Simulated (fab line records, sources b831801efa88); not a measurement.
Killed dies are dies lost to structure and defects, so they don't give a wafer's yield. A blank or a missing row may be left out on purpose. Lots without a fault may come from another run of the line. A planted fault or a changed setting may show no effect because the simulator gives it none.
Problem report in the 8D (eight disciplines) form, filled by code | flow gf180mcu | the parts of the form that need people (team, actions taken, sign-off) are left out

1. THE PROBLEM
NWELL_RS at GF_VT_IMPLANT_RS_MEAS_47 reads a mean of 525.9 ohm/sq on 9 wafers of 3 lots; wafers without a fault read 487.9 ohm/sq with a standard deviation of 1.2. That is +32 standard deviations from the usual mean.
The step: measures by four-point-probe.
First seen on wafer L688.1, day 9 18:52, on film_metro-04. The record holds 39 wafers of 13 lots with a number at this step. Rule for "out", or "out of limits": more than 4 standard deviations from the usual mean. The other wafers with a number count as sound.

2. WHAT IT IS AND WHAT IT IS NOT
question                    | is                           | is not
which readings at this step | NWELL_RS                     | -
which lots                  | L688, L690, L692             | L680, L681, L683, L685, L687, L689, L698, L700, L701, L702
which wafers of those lots  | all that have a number       | -
read on which gauges        | film_metro-02, film_metro-04 | film_metro-03
when                        | from day 9 18:52             | up to then (15 sound wafers); but 15 sound wafers of L689, L698, L700, L701, L702 came after

3. SUSPECTS, AND WHAT RULES EACH OUT
Counting: a tool at a process step up to the reading stays a suspect if it ran every lot that is out and no sound lot after the first of them.
- the gauge at GF_VT_IMPLANT_RS_MEAS_47: ruled out. The wafers that are out were read on 2 gauges (film_metro-02, film_metro-04).
- implanter-02 at GF_NWELL_IMPLANT_09: kept. It ran every lot that is out, first L688 (day 5 02:24), and no sound lot after that; its last sound lot up to then is L687 (day 4 22:29). Its own readings are out on those wafers: dose_ions_cm2, faraday_current_uA.
Left after counting: implanter-02 at GF_NWELL_IMPLANT_09.

4. THE CAUSE (what the simulator had put in)
Process parameter drift: implanter-02, from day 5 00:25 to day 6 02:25, at GF_NWELL_IMPLANT_09. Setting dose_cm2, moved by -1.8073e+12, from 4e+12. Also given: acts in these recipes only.
Counting left only this tool.

5. THE CHAIN OF EFFECTS, in route order
Each row: a reading whose mean over the struck wafers that have a number lies more than 3 standard deviations from the usual. Only readings for which the record gives a usual standard deviation are gone through. hours: the time from each lot's start at the first step in this table that gives one to its start at this step, as a median over the lots. sigmas: the change in usual standard deviations.
hours | step                     | reading            | usual        | on struck wafers | change | sigmas
0     | GF_NWELL_IMPLANT_09      | dose_ions_cm2      | 4e+12        | 2e+12            | -2e+12 | -99 or more
0     | GF_NWELL_IMPLANT_09      | faraday_current_uA | 22.5         | 12.5             | -10.0  | -23
115   | GF_VT_IMPLANT_RS_MEAS_47 | NWELL_RS           | 487.9 ohm/sq | 525.9            | +38.0  | +32
The process steps in it:
- GF_NWELL_IMPLANT_09

6. WHAT WOULD HAVE CAUGHT IT SOONER
In this record the first reading out of limits at a measuring or inspecting step was taken at day 9 18:52, 114 hours after the fault began at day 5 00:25.
The tool's own readings at GF_NWELL_IMPLANT_09 were out on every struck wafer that the step has a row for (dose_ions_cm2, faraday_current_uA): an alarm limit on them would have fired on the first of those.
All the lots that are out (3) had begun GF_NWELL_IMPLANT_09 on implanter-02 by day 9 18:52. A hold on the tool at that time would have spared none of them.
